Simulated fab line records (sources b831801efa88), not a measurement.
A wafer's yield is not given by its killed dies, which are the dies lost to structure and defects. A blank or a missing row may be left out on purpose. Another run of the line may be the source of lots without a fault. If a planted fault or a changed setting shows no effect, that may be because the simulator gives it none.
fab line records -- flow sky130
record lots=6, wafers=18, last-day=49
route steps=708 shown VIA1@482 METAL2@483 PAD_OPEN@708
lots that met no fault: taken from a fault-free run of the same line
start-h: the number of hours between the record's first day and the start of the first shown wafer of the lot -- wait-h: hours since the lot's step before -- " unchanged from the row above -- L1.1+2: one row covering several wafers at once -- - no value, or no start was given -- * or withheld: withheld -- < > ~ a bound
route shown NAME@n: names a module that has steps shown in the file, with the first one's number in the route -- usual: average and standard deviation across the fault-free wafers -- same: alike in all rows -- chamber/n: place in a boat -- sites: readings site by site -- _std_site: the standard deviation of these -- _edge_site: outer sites' mean less inner sites' -- radius-mm: how far each site lies from the wafer's centre -- mask NAME#n: copy n -- behind: the tool/chamber that last shaped the wafer -- hold: cause of the lot's hold/its duration in hours/its outcome -- device: transistor that didn't switch, given as n, p or np -- end of line: at the end of the route, the tests of the same wafers -- where a step has no rows: the recipe by itself -- killed: at the first sort, the dies lost to defects and structure; wafer yield is something else -- map: shows each die of a wafer: x if killed, . if not, _ if none is there
set.NAME: the setting as run; set.NAME@STEP: as run at that earlier step -- model.NAME: the simulator's own value behind a step, which no gauge read
certain route steps with their lots: each step a table, each wafer a row
services: from which hour (start-h, from the record's first day; less than 0 if before it) a tool's chamber was out of use, for how many hours, and why
## steps
# step SKY_VIA1_CMP_24
# recipe stop-on=SiO2, t-overpolish-s=15, down-force-psi=3.5, platen-rpm=60, target-thk-nm=0, pad-velocity-m-s=0.94248
# usual head-pressure-psi=3.501/0.0083, motor-current-A=12.4/1.1, overpolish-run-s=14.998/0.0092, time-to-endpoint-s=65.6/2.7
# same t-overpolish-s=15
lot.wafer,tool,chamber,start-h,wait-h,head-pressure-psi,motor-current-A,overpolish-run-s,time-to-endpoint-s
L959.1,cmp-02,0,813.22,0.1,3.490,12.8,15.001,60.4
L959.4,cmp-02,3,813.22,0.1,3.500,13.2,14.995,61.2
L959.6,cmp-02,0,813.22,0.1,3.486,12.9,14.990,64.7
L966.4,cmp-02,1,864.78,0.0,3.505,12.5,15.006,65.1
L966.2,cmp-02,3,864.78,0.0,3.492,12.8,15.011,68.8
L966.5,cmp-02,1,864.78,0.0,3.492,12.4,15.005,66.6
L967.3,cmp-02,2,869.33,0.0,3.504,12.7,14.996,63.9
L967.2,cmp-02,3,869.33,0.0,3.488,13.7,15.001,62.9
L967.1,cmp-02,1,869.33,0.0,3.506,12.8,14.993,65.8
L968.2,cmp-01,0,877.64,0.2,3.511,11.8,15.001,65.9
L968.5,cmp-01,1,877.64,0.2,3.496,10.7,14.992,66.1
L968.6,cmp-01,2,877.64,0.2,3.498,12.8,14.994,69.1
L971.2,cmp-01,2,907.40,0.2,3.492,13.3,14.998,71.1
L971.5,cmp-01,3,907.40,0.2,3.496,9.9,15.010,70.5
L971.6,cmp-01,0,907.40,0.2,3.512,11.7,14.991,70.4
L975.4,cmp-02,1,929.64,0.1,3.515,13.4,15.015,65.1
L975.2,cmp-02,3,929.64,0.1,3.506,13.1,14.997,63.5
L975.6,cmp-02,0,929.64,0.1,3.505,13.3,14.991,64.1
# step SKY_METAL2_SPUTTER_00
# recipe material=Ti, target-thk-nm=15, power-w=3000, time-s=10, chamber-pressure-pa=0.4
# usual throttle-valve-pct=29.8/0.96
# same time-s=10
lot.wafer,tool,chamber,start-h,wait-h,throttle-valve-pct
L959.1,pvd-sputter-04,-,813.52,0.2,30.4
L959.4,pvd-sputter-04,-,813.52,0.2,30.9
L959.6,pvd-sputter-04,-,813.52,0.2,30.8
L966.2,pvd-sputter-04,-,865.08,0.1,30.9
L966.4,pvd-sputter-04,-,865.08,0.1,29.5
L966.5,pvd-sputter-04,-,865.08,0.1,30.5
L967.1,pvd-sputter-04,-,869.63,0.1,30.4
L967.2,pvd-sputter-04,-,869.63,0.1,30.8
L967.3,pvd-sputter-04,-,869.63,0.1,29.9
L968.2,pvd-sputter-02,-,877.79,0.1,28.4
L968.5,pvd-sputter-02,-,877.79,0.1,30.4
L968.6,pvd-sputter-02,-,877.79,0.1,27.8
L971.2,pvd-sputter-04,-,907.55,0.1,30.7
L971.5,pvd-sputter-04,-,907.55,0.1,29.9
L971.6,pvd-sputter-04,-,907.55,0.1,30.4
L975.2,pvd-sputter-01,-,929.89,0.1,30.1
L975.4,pvd-sputter-01,-,929.89,0.1,29.9
L975.6,pvd-sputter-01,-,929.89,0.1,28.4
# step SKY_METAL2_SPUTTER_01
# recipe material=TiN, target-thk-nm=20, power-w=6500, time-s=16.7, chamber-pressure-pa=0.4
# step SKY_METAL2_SPUTTER_02
# recipe material=AlCu, target-thk-nm=250, power-w=10600, time-s=13.3, chamber-pressure-pa=0.4
# usual throttle-valve-pct=29.8/0.98
# same time-s=13.3
lot.wafer,tool,chamber,start-h,wait-h,throttle-valve-pct
L959.1,pvd-sputter-04,-,813.57,0.0,30.2
L959.4,pvd-sputter-04,-,813.57,0.0,30.6
L959.6,pvd-sputter-04,-,813.57,0.0,30.7
L966.2,pvd-sputter-04,-,865.13,0.0,30.9
L966.4,pvd-sputter-04,-,865.13,0.0,29.7
L966.5,pvd-sputter-04,-,865.13,0.0,30.5
L967.1,pvd-sputter-04,-,869.67,0.0,30.7
L967.2,pvd-sputter-04,-,869.67,0.0,30.8
L967.3,pvd-sputter-04,-,869.67,0.0,29.7
L968.2,pvd-sputter-02,-,877.84,0.0,28.6
L968.5,pvd-sputter-02,-,877.84,0.0,30.6
L968.6,pvd-sputter-02,-,877.84,0.0,27.6
L971.2,pvd-sputter-04,-,907.60,0.0,30.6
L971.5,pvd-sputter-04,-,907.60,0.0,29.5
L971.6,pvd-sputter-04,-,907.60,0.0,30.8
L975.2,pvd-sputter-01,-,929.93,0.0,30.4
L975.4,pvd-sputter-01,-,929.93,0.0,29.8
L975.6,pvd-sputter-01,-,929.93,0.0,28.0
# step SKY_METAL2_SPUTTER_03
# recipe material=Ti, target-thk-nm=5, power-w=3000, time-s=3.3, chamber-pressure-pa=0.4
# usual throttle-valve-pct=29.8/0.97
# same time-s=3.3
lot.wafer,tool,chamber,start-h,wait-h,throttle-valve-pct
L959.1,pvd-sputter-04,-,813.60,0.0,30.7
L959.4,pvd-sputter-04,-,813.60,0.0,30.5
L959.6,pvd-sputter-04,-,813.60,0.0,30.7
L966.2,pvd-sputter-04,-,865.15,0.0,30.7
L966.4,pvd-sputter-04,-,865.15,0.0,29.7
L966.5,pvd-sputter-04,-,865.15,0.0,30.6
L967.1,pvd-sputter-04,-,869.70,0.0,30.9
L967.2,pvd-sputter-04,-,869.70,0.0,30.6
L967.3,pvd-sputter-04,-,869.70,0.0,29.4
L968.2,pvd-sputter-02,-,877.87,0.0,27.9
L968.5,pvd-sputter-02,-,877.87,0.0,30.5
L968.6,pvd-sputter-02,-,877.87,0.0,27.6
L971.2,pvd-sputter-04,-,907.63,0.0,30.8
L971.5,pvd-sputter-04,-,907.63,0.0,29.7
L971.6,pvd-sputter-04,-,907.63,0.0,30.4
L975.2,pvd-sputter-01,-,929.96,0.0,30.3
L975.4,pvd-sputter-01,-,929.96,0.0,29.8
L975.6,pvd-sputter-01,-,929.96,0.0,28.2
# step SKY_METAL2_SPUTTER_04
# recipe material=TiN, target-thk-nm=70, power-w=6500, time-s=58.3, chamber-pressure-pa=0.4
# usual throttle-valve-pct=29.8/0.92
# same time-s=58.3
lot.wafer,tool,chamber,start-h,wait-h,throttle-valve-pct
L959.1,pvd-sputter-04,-,813.62,0.0,30.6
L959.4,pvd-sputter-04,-,813.62,0.0,30.6
L959.6,pvd-sputter-04,-,813.62,0.0,30.9
L966.2,pvd-sputter-04,-,865.17,0.0,30.7
L966.4,pvd-sputter-04,-,865.17,0.0,29.7
L966.5,pvd-sputter-04,-,865.17,0.0,30.7
L967.1,pvd-sputter-04,-,869.72,0.0,30.8
L967.2,pvd-sputter-04,-,869.72,0.0,30.8
L967.3,pvd-sputter-04,-,869.72,0.0,29.4
L968.2,pvd-sputter-02,-,877.88,0.0,28.6
L968.5,pvd-sputter-02,-,877.88,0.0,30.1
L968.6,pvd-sputter-02,-,877.88,0.0,27.7
L971.2,pvd-sputter-04,-,907.64,0.0,30.6
L971.5,pvd-sputter-04,-,907.64,0.0,29.9
L971.6,pvd-sputter-04,-,907.64,0.0,30.5
L975.2,pvd-sputter-01,-,929.98,0.0,30.2
L975.4,pvd-sputter-01,-,929.98,0.0,29.8
L975.6,pvd-sputter-01,-,929.98,0.0,28.3
# step SKY_METAL2_RS_MEAS_05
# recipe thk-meas-gauge=four-point-probe, reads=TiN_of_METAL2_SPUTTER_04+Ti_of_METAL2_SPUTTER_03+AlCu_of_METAL2_SPUTTER_02+TiN_of_METAL2_SPUTTER_01+Ti_of_METAL2_SPUTTER_00
# usual METAL2_ALCU_RS=0.1269/0.0013
lot.wafer,tool,chamber,start-h,wait-h,METAL2_ALCU_RS[ohm/sq]
L959.1,film-metro-03,-,813.66,0.0,0.1287
L959.4,film-metro-03,-,813.66,0.0,0.1260
L959.6,film-metro-03,-,813.66,0.0,0.1260
L966.2,film-metro-02,-,865.24,0.0,0.1246
L966.4,film-metro-02,-,865.24,0.0,0.1263
L966.5,film-metro-02,-,865.24,0.0,0.1266
L967.1,film-metro-02,-,869.77,0.0,0.1236
L967.2,film-metro-02,-,869.77,0.0,0.1242
L967.3,film-metro-02,-,869.77,0.0,0.1248
L968.2,film-metro-03,-,877.95,0.0,0.1269
L968.5,film-metro-03,-,877.95,0.0,0.1266
L968.6,film-metro-03,-,877.95,0.0,0.1270
L971.2,film-metro-01,-,907.71,0.0,0.1266
L971.5,film-metro-01,-,907.71,0.0,0.1253
L971.6,film-metro-01,-,907.71,0.0,0.1263
L975.2,film-metro-02,-,930.05,0.0,0.1276
L975.4,film-metro-02,-,930.05,0.0,0.1271
L975.6,film-metro-02,-,930.05,0.0,0.1270
# step SKY_METAL2_THK_MEAS_06
# recipe thk-meas-gauge=xrf, reads=AlCu_of_METAL2_SPUTTER_02
# usual METAL2_ALCU_THK=250.8/2.8
lot.wafer,tool,chamber,start-h,wait-h,METAL2_ALCU_THK[nm]
L959.1,film-metro-03,-,813.78,0.1,249.8
L959.4,film-metro-03,-,813.78,0.1,254.7
L959.6,film-metro-03,-,813.78,0.1,253.5
L966.2,film-metro-02,-,865.35,0.1,256.5
L966.4,film-metro-02,-,865.35,0.1,252.2
L966.5,film-metro-02,-,865.35,0.1,253.3
L967.1,film-metro-02,-,869.89,0.1,258.1
L967.2,film-metro-02,-,869.89,0.1,255.6
L967.3,film-metro-02,-,869.89,0.1,255.0
L968.2,film-metro-03,-,878.06,0.1,248.9
L968.5,film-metro-03,-,878.06,0.1,248.9
L968.6,film-metro-03,-,878.06,0.1,251.5
L971.2,film-metro-01,-,907.82,0.1,251.2
L971.5,film-metro-01,-,907.82,0.1,251.1
L971.6,film-metro-01,-,907.82,0.1,253.1
L975.2,film-metro-02,-,930.16,0.1,250.7
L975.4,film-metro-02,-,930.16,0.1,252.1
L975.6,film-metro-02,-,930.16,0.1,250.9
# step SKY_METAL2_DEHYDRATE_07
# recipe temp-c=200, time-s=60
# step SKY_METAL2_HMDS_08
# recipe prime-time-s=60, prime-temp-c=120
# step SKY_METAL2_COAT_09
# recipe resist=BARC, temp-c=withheld, time-s=withheld, spin-rpm=3000, resist-thk-nm=60
# step SKY_METAL2_COAT_10
# recipe resist=KrF-thick, spin-rpm=3000, resist-thk-nm=450
# step SKY_METAL2_SOFTBAKE_11
# recipe temp-c=100, time-s=90, resist=KrF-thick
# usual chill-plate-temp-C=22.99/0.096, exhaust-pa=45.0/0.93, heater-power-total-W=57.36/0.13, run-length-s=119.21/0.2
lot.wafer,tool,chamber,start-h,wait-h,chill-plate-temp-C,exhaust-pa,heater-power-total-W,run-length-s
L959.1,litho-track-04,0,827,-,22.94,46.2,57.49,118.92
L959.4,litho-track-04,0,827,-,23.07,45.8,57.50,118.99
L959.6,litho-track-04,0,827,-,22.88,44.2,57.47,119.02
L966.2,litho-track-03,0,878,-,23.07,45.6,57.20,119.28
L966.4,litho-track-03,0,878,-,23.10,45.7,57.18,119.42
L966.5,litho-track-03,0,878,-,23.12,45.6,57.28,119.45
L967.1,litho-track-03,0,882,-,22.84,47.1,60.28,107.23
L967.2,litho-track-03,0,882,-,22.85,46.4,59.85,106.94
L967.3,litho-track-03,0,882,-,22.91,46.0,60.01,106.98
L968.2,litho-track-03,0,891,-,23.31,44.2,59.97,107.04
L968.5,litho-track-03,0,891,-,23.13,44.9,60.24,107.08
L968.6,litho-track-03,0,891,-,23.10,45.7,60.09,106.88
L971.2,litho-track-02,0,920,-,22.76,45.2,57.56,119.27
L971.5,litho-track-02,0,920,-,22.96,43.4,57.52,119.01
L971.6,litho-track-02,0,920,-,22.91,44.4,57.55,119.11
L975.2,litho-track-04,0,942,-,22.93,45.2,57.52,119.04
L975.4,litho-track-04,0,942,-,23.10,44.9,57.48,119.05
L975.6,litho-track-04,0,942,-,22.90,46.5,57.33,118.89
# step SKY_METAL2_EXPOSE_12
# recipe mask-id=MM2, na=0.8, source-shape=annular, sigma-inner=0.55, sigma-outer=0.85, target-cd-nm=140, dose-mj=28
# step SKY_PAD_OPEN_PROBE_99
# usual defect-limited-yield=82.5/1.9, killed_at_M0_to_M3=43/7.6, killed_at_M4_up=2.9/1.7, killed-at-contacts=24/5.5, killed-at-front-end=15/4.2, killed-at-other=0.3/0.52, killed-dies=86/9.4, killed-open=47/7, killed-short=39/6.4, sort_bin_3_pad_short=0.9/0.4, sort_bin_5_function=10.3/1.6, sort_bin_6_memory=6.2/1.1, sort-n-pass=406/9.4, sort-yield-pct=82.5/1.9
# same gross-dies=492, killed-at-back-side=0, sort_bin_4_leakage[%]=0, sort_bin_8_speed[%]=0
lot.wafer,tool,chamber,start-h,wait-h,defect-limited-yield[%],killed_at_M0_to_M3,killed_at_M4_up,killed-at-contacts,killed-at-front-end,killed-at-other,killed-dies,killed-open,killed-short,sort_bin_3_pad_short[%],sort_bin_5_function[%],sort_bin_6_memory[%],sort-n-pass,sort-yield-pct[%]
L959.1,prober-01,-,1091.23,0.1,82.9,42,4,18,18,2,84,45,39,0.6,10.4,6.1,408,82.9
L959.4,prober-01,-,1091.38,0.2,80.5,52,1,30,13,0,96,58,38,0.2,12.0,7.3,396,80.5
L959.6,prober-01,-,1091.48,0.2,79.3,56,1,25,20,0,102,59,43,1.0,13.2,6.5,390,79.3
L966.2,prober-01,-,1130.69,0.1,83.5,50,2,19,10,0,81,40,41,0.6,9.6,6.3,411,83.5
L966.4,prober-01,-,1130.79,0.2,80.9,43,7,25,18,1,94,41,52,1.8,12.2,5.1,398,80.9
L966.5,prober-01,-,1130.84,0.2,82.3,30,4,37,16,0,87,51,36,1.0,9.6,7.1,405,82.3
L967.1,prober-02,-,1137.20,0.1,83.9,50,6,16,6,1,79,43,36,1.0,10.8,4.3,413,83.9
L967.2,prober-02,-,1137.25,0.1,82.1,45,4,24,15,0,88,38,48,1.0,8.9,7.9,404,82.1
L967.3,prober-02,-,1137.30,0.2,82.9,42,2,26,14,0,84,41,43,1.4,8.1,7.5,408,82.9
L968.2,prober-01,-,1143.65,0.1,83.3,39,2,27,14,0,82,51,30,1.0,10.2,5.5,410,83.3
L968.5,prober-01,-,1143.80,0.2,81.3,48,4,29,11,0,92,51,41,1.0,9.8,7.9,400,81.3
L968.6,prober-01,-,1143.85,0.2,80.5,41,3,32,20,0,96,56,39,0.6,13.0,5.9,396,80.5
L971.2,prober-02,-,1163.70,0.1,86.2,33,2,20,13,0,68,43,25,1.4,7.9,4.5,424,86.2
L971.5,prober-02,-,1163.85,0.2,82.7,50,6,19,10,0,85,57,28,0.2,10.6,6.5,407,82.7
L971.6,prober-02,-,1163.90,0.2,81.9,43,5,26,15,0,89,55,34,0.8,10.6,6.7,403,81.9
L975.2,prober-02,-,1179.83,0.1,84.1,42,2,22,12,0,78,45,33,1.2,10.0,4.7,414,84.1
L975.4,prober-02,-,1179.93,0.2,83.3,36,2,27,17,0,82,47,35,0.8,9.6,6.3,410,83.3
L975.6,prober-02,-,1180.03,0.2,83.3,37,1,32,12,0,82,49,33,1.0,7.5,8.1,410,83.3
# killed by level:class
L959.1 CONTACT:geometric-particle:open=10 VIA1:geometric-particle:short=10 VIA1:geometric-particle:open=8 FIELD_ISO:geometric-particle:open=7 VIA3:geometric-particle:open=7 METAL2:geometric-particle:short=7 FIELD_ISO:geometric-particle:short=5 VIA2:geometric-particle:open=5
L959.4 VIA1:geometric-particle:open=14 CONTACT:geometric-particle:open=13 VIA2:geometric-particle:open=9 LI_CONTACT:geometric-particle:open=7 VIA3:geometric-particle:open=7 METAL1:geometric-particle:short=6 POLY_GATE:geometric-particle:short=5 CONTACT:geometric-particle:short=5
L959.6 LI_CONTACT:geometric-particle:open=11 METAL1:geometric-particle:short=10 VIA2:geometric-particle:open=9 CONTACT:geometric-particle:open=8 VIA1:geometric-particle:open=8 VIA3:geometric-particle:open=6 FIELD_ISO:geometric-particle:short=5 METAL2:geometric-particle:short=5
L966.2 METAL1:geometric-particle:short=11 VIA1:geometric-particle:open=11 VIA3:geometric-particle:open=9 LOCAL_INTERCONNECT:geometric-particle:short=7 CONTACT:geometric-particle:open=6 METAL2:geometric-particle:short=5 VIA2:geometric-particle:open=5 LI_CONTACT:geometric-particle:open=4
L966.4 VIA1:geometric-particle:open=9 METAL1:geometric-particle:short=8 CONTACT:geometric-particle:short=7 VIA2:geometric-particle:open=7 FIELD_ISO:geometric-particle:short=6 LOCAL_INTERCONNECT:geometric-particle:short=6 CONTACT:geometric-particle:open=6 METAL2:geometric-particle:short=6
L966.5 CONTACT:geometric-particle:open=22 POLY_GATE:geometric-particle:short=7 VIA2:geometric-particle:open=6 LI_CONTACT:geometric-particle:open=5 LOCAL_INTERCONNECT:geometric-particle:short=4 CONTACT:geometric-particle:short=4 METAL2:geometric-particle:short=4 VIA3:geometric-particle:open=4
L967.1 VIA1:geometric-particle:open=11 VIA3:geometric-particle:open=8 CONTACT:geometric-particle:open=7 METAL2:geometric-particle:short=7 VIA2:geometric-particle:open=6 METAL4:geometric-particle:short=5 LI_CONTACT:geometric-particle:open=4 METAL1:geometric-particle:short=4
L967.2 VIA1:geometric-particle:open=13 CONTACT:geometric-particle:open=10 POLY_GATE:geometric-particle:short=7 METAL1:geometric-particle:short=6 METAL2:geometric-particle:short=6 FIELD_ISO:geometric-particle:short=5 CONTACT:geometric-particle:short=5 LOCAL_INTERCONNECT:geometric-particle:short=4
L967.3 CONTACT:geometric-particle:open=10 METAL1:geometric-particle:short=8 LI_CONTACT:geometric-particle:open=7 VIA1:geometric-particle:short=7 CONTACT:geometric-particle:short=6 VIA3:geometric-particle:open=5 FIELD_ISO:geometric-particle:open=4 VIA1:geometric-particle:open=4
L968.2 CONTACT:geometric-particle:open=12 VIA1:geometric-particle:open=10 CONTACT:geometric-particle:short=7 VIA2:geometric-particle:open=7 LI_CONTACT:geometric-particle:open=5 METAL1:geometric-particle:short=5 VIA3:geometric-particle:open=5 FIELD_ISO:geometric-particle:open=4
L968.5 CONTACT:geometric-particle:open=16 METAL2:geometric-particle:short=9 VIA1:geometric-particle:open=8 VIA3:geometric-particle:open=8 METAL1:geometric-particle:short=7 FIELD_ISO:geometric-particle:open=5 VIA2:geometric-particle:open=5 LI_CONTACT:geometric-particle:open=4
L968.6 CONTACT:geometric-particle:open=16 VIA1:geometric-particle:open=11 VIA3:geometric-particle:open=9 CONTACT:geometric-particle:short=7 FIELD_ISO:geometric-particle:short=6 VIA2:geometric-particle:open=5 FIELD_ISO:geometric-particle:open=4 LI_CONTACT:geometric-particle:short=4
L971.2 LI_CONTACT:geometric-particle:open=8 VIA1:geometric-particle:open=8 CONTACT:geometric-particle:open=7 METAL1:geometric-particle:short=7 VIA3:geometric-particle:open=6 FIELD_ISO:geometric-particle:open=3 METAL2:geometric-particle:open=3 FIELD_ISO:geometric-particle:short=2
L971.5 VIA2:geometric-particle:open=11 VIA1:geometric-particle:open=11 VIA3:geometric-particle:open=10 CONTACT:geometric-particle:open=8 POLY_GATE:geometric-particle:open=7 METAL1:geometric-particle:open=4 VIA1:geometric-particle:short=4 LI_CONTACT:geometric-particle:open=3
L971.6 CONTACT:geometric-particle:open=11 VIA1:geometric-particle:open=10 LI_CONTACT:geometric-particle:open=9 VIA3:geometric-particle:open=6 METAL2:geometric-particle:short=6 VIA2:geometric-particle:open=6 POLY_GATE:geometric-particle:open=4 CONTACT:geometric-particle:short=4
L975.2 VIA1:geometric-particle:open=11 CONTACT:geometric-particle:open=11 VIA1:geometric-particle:short=7 VIA3:geometric-particle:open=7 FIELD_ISO:geometric-particle:short=6 LOCAL_INTERCONNECT:geometric-particle:short=5 VIA2:geometric-particle:open=5 LI_CONTACT:geometric-particle:open=4
L975.4 VIA1:geometric-particle:open=10 CONTACT:geometric-particle:open=9 VIA2:geometric-particle:open=7 FIELD_ISO:geometric-particle:short=6 CONTACT:geometric-particle:short=6 LI_CONTACT:geometric-particle:open=5 VIA3:geometric-particle:open=5 FIELD_ISO:geometric-particle:open=4
L975.6 CONTACT:geometric-particle:open=14 VIA1:geometric-particle:open=11 LI_CONTACT:geometric-particle:open=7 VIA3:geometric-particle:short=5 METAL1:geometric-particle:short=5 LOCAL_INTERCONNECT:geometric-particle:short=4 CONTACT:geometric-particle:short=4 VIA1:geometric-particle:short=4
## services
tool,chamber,start-h,hours,kind
cmp-02,-,818.03,0.3,repair
pvd-sputter-04,-,827.80,9.9,repair
cmp-02,-,853.09,0.6,repair
pvd-sputter-04,-,866.49,0.6,repair
cmp-01,-,912.61,5.7,pm
cmp-01,-,918.34,4.0,pm
cmp-01,-,922.34,-,consumable-replace:conditioner
cmp-01,-,922.34,-,consumable-replace:pad
pvd-sputter-01,-,938.20,8.3,repair
## key
first-sign step=SKY_METAL2_SOFTBAKE_11, reading=run-length-s, direction=down, sigmas=62, usual=*, struck=*
effect step=SKY_METAL2_SOFTBAKE_11, reading=heater-power-total-W, direction=up, sigmas=22, usual=*, struck=*
met-at SKY_METAL2_SOFTBAKE_11
struck-wafers L967.1,L967.2,L967.3,L968.2,L968.5,L968.6
onset-between 878 882
fault kind=process-parameter-drift, tool=litho-track-03, chamber=-, onset-h=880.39, steps=SKY_METAL2_SOFTBAKE_11, channel=time-s, offset=*, shape=step, end-h=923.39, acts-in=*, stated=*
